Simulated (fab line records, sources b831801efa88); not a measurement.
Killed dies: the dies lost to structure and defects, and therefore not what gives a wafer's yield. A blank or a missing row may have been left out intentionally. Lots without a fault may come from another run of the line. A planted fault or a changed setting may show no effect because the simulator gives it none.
Which of the tools did it?	flow gf180mcu	Sampling: 11 lots, 32 wafers, 5 of 602 route steps

WHAT EACH GAUGE READ, for each wafer
GF_M4_CD_MEAS_14 targets a cd of 280 nm.
lot	measured	on	cd_nm (nm)
L109	day 23 10:34	cd_sem-01	279.9 281.6 280.1
L110	day 23 18:39	cd_sem-02	278.2 277.5 278.0
L111	day 24 05:36	cd_sem-01	280.4 279.6 279.2
L120	day 27 11:50	cd_sem-01	189.9 279.8
L122	day 27 16:03	cd_sem-01	278.8 279.0 278.5
L123	day 28 00:34	cd_sem-02	281.5 281.6 282.4
L126	day 29 00:57	cd_sem-02	280.6 280.5 280.5
L129	day 29 14:30	cd_sem-02	281.6 282.3 280.0
L130	day 29 22:01	cd_sem-02	281.0 281.7 282.4
L131	day 30 05:20	cd_sem-02	283.3 282.7 283.5
L132	day 30 13:15	cd_sem-02	281.3 281.9 281.7

WHAT TOOL EACH LOT RAN ON (gives the tool, then ch and the chambers of the sampled wafers, and finally the start)
lot	GF_V1_CMP_26	GF_V2_ETCH_16	GF_M3_SPUTTER_02	GF_M4_EXPOSE_11
L109	cmp-02 ch 1,2, day 18 04:07	rie_diel-03 ch 0,1, day 20 06:52	pvd_sputter-01, day 20 08:21	krf_scanner-02 ch 0, day 22 23:20
L110	cmp-02 ch 2,3, day 18 14:31	rie_diel-04 ch 0,2,3, day 20 17:07	pvd_sputter-02, day 20 18:36	krf_scanner-01 ch 0, day 23 07:34
L111	cmp-02 ch 1,2,3, day 19 00:29	rie_diel-01 ch 1,2, day 21 03:35	pvd_sputter-01, day 21 05:05	krf_scanner-02 ch 0, day 23 18:49
L120	cmp-01 ch 0,1, day 22 16:00	rie_diel-04 ch 0,2, day 24 15:32	pvd_sputter-01, day 24 17:02	krf_scanner-02 ch 0, day 27 01:38
L122	cmp-01 ch 0,2,3, day 22 23:43	rie_diel-01 ch 1,2,3, day 24 21:31	pvd_sputter-01, day 24 22:59	krf_scanner-01 ch 0, day 27 06:28
L123	cmp-02 ch 1,2,3, day 23 09:22	rie_diel-03 ch 0,1, day 25 06:46	pvd_sputter-04, day 25 08:36	krf_scanner-01 ch 0, day 27 15:22
L126	cmp-02 ch 0,2, day 24 11:17	rie_diel-01 ch 0,1,2, day 26 08:19	pvd_sputter-04, day 26 09:55	krf_scanner-01 ch 0, day 28 15:26
L129	cmp-01 ch 0,1,2, day 25 02:40	rie_diel-03 ch 0,1,3, day 26 23:26	pvd_sputter-01, day 27 01:16	krf_scanner-01 ch 0, day 29 05:46
L130	cmp-02 ch 0,2,3, day 25 11:45	rie_diel-04 ch 0,2,3, day 27 07:54	pvd_sputter-01, day 27 09:24	krf_scanner-01 ch 0, day 29 12:55
L131	cmp-02 ch 0,2,3, day 25 19:45	rie_diel-04 ch 0,2,3, day 27 14:53	pvd_sputter-04, day 27 17:05	krf_scanner-02 ch 0, day 29 20:22
L132	cmp-02 ch 1,2, day 26 05:08	rie_diel-01 ch 0,1, day 27 23:50	pvd_sputter-01, day 28 01:26	krf_scanner-01 ch 0, day 30 04:31
- GF_V1_CMP_26: polishes, stops on SiO2, t overpolish 15 s, target thk 0 nm.
- GF_V2_ETCH_16: etches BARC in N2/H2.
- GF_M3_SPUTTER_02: material AlCu, target thk 450 nm, time 23.9 s.
- GF_M4_EXPOSE_11: exposes mask Metal4, target cd 280 nm.

THE ANSWER, worked out from the rows above alone
Rule: the usual values come from the lots themselves. The widest of any qualifying gaps counts: lots, ordered by their means at a reading, are off when they make up no more than a third of the lots, leave a main group of 4 or more, and stand apart from it by 3 or more times the standard deviation of that group's means. Not used: any main group whose means are identical at the precision the tables above print for the reading. A lot without any number at a reading at which 4 lots or more have one is off too. The other lots that the step has rows for count as sound.
Off: L120 (GF_M4_CD_MEAS_14, cd_nm). The main group: mean 280.7 nm, standard deviation 1.5.
If a tool, at a process step before that reading, ran all the lots that are off and no sound lot after the first of them, it fits. The gauges at GF_M4_CD_MEAS_14 are tried like those tools. None of those tried fits.

WHAT HAD BEEN PUT IN BY THE SIMULATOR
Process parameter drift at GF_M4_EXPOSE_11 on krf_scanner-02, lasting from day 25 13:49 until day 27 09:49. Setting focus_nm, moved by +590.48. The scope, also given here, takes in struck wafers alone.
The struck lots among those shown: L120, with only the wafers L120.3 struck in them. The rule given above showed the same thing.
